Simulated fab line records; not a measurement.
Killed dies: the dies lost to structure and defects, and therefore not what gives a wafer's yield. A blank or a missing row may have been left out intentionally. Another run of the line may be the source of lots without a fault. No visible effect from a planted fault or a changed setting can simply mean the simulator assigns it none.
Chamber matching	flow sfq_line	SFQ_TRILAYER_I3_CMP_CMP_082 on cmp-02 has 3 sister chambers
The step polishes SiO2. 3 wafers are shown with their chamber, then 6 later ones without.

== WAFERS PAIRED WITH THEIR CHAMBERS ==
wafer	chamber	motor_current_A (A)
L694.1	3	9.8
L708.3	2	10.9
L708.4	1	10.1

== WAFERS WITH NO CHAMBER GIVEN ==
wafer	motor_current_A (A)
L708.6	10.4
L709.2	9.4
L709.1	10.2
L709.5	10.3
L710.1	10.0
L710.3	9.6

== EACH ONE'S CHAMBER ==
wafer	from the rows above	in truth
L708.6	can't be placed: 1 or 2 or 3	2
L709.2	can't be placed: 3 or 1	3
L709.1	can't be placed: 1 or 3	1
L709.5	can't be placed: 1 or 3 or 2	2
L710.1	can't be placed: 1 or 3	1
L710.3	can't be placed: 3 or 1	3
Correctly placed: 0 of 6. These rows do not allow placing 6 (true chamber among the candidates in 6). Number placed wrongly: 0.
How it was worked out, from the rows above alone: a wafer's distance from a chamber is the root of the sum, over the readings, of the square of ((its reading less the chamber's mean) divided by the reading's scatter). The wafer belongs to the nearest chamber; if the next one is less than 2 further off, it can't be placed. Each chamber's mean is taken over the wafers shown for it. The scatter: root of mean squared gap, hidden wafer to nearest shown wafer, with one shown wafer a chamber.
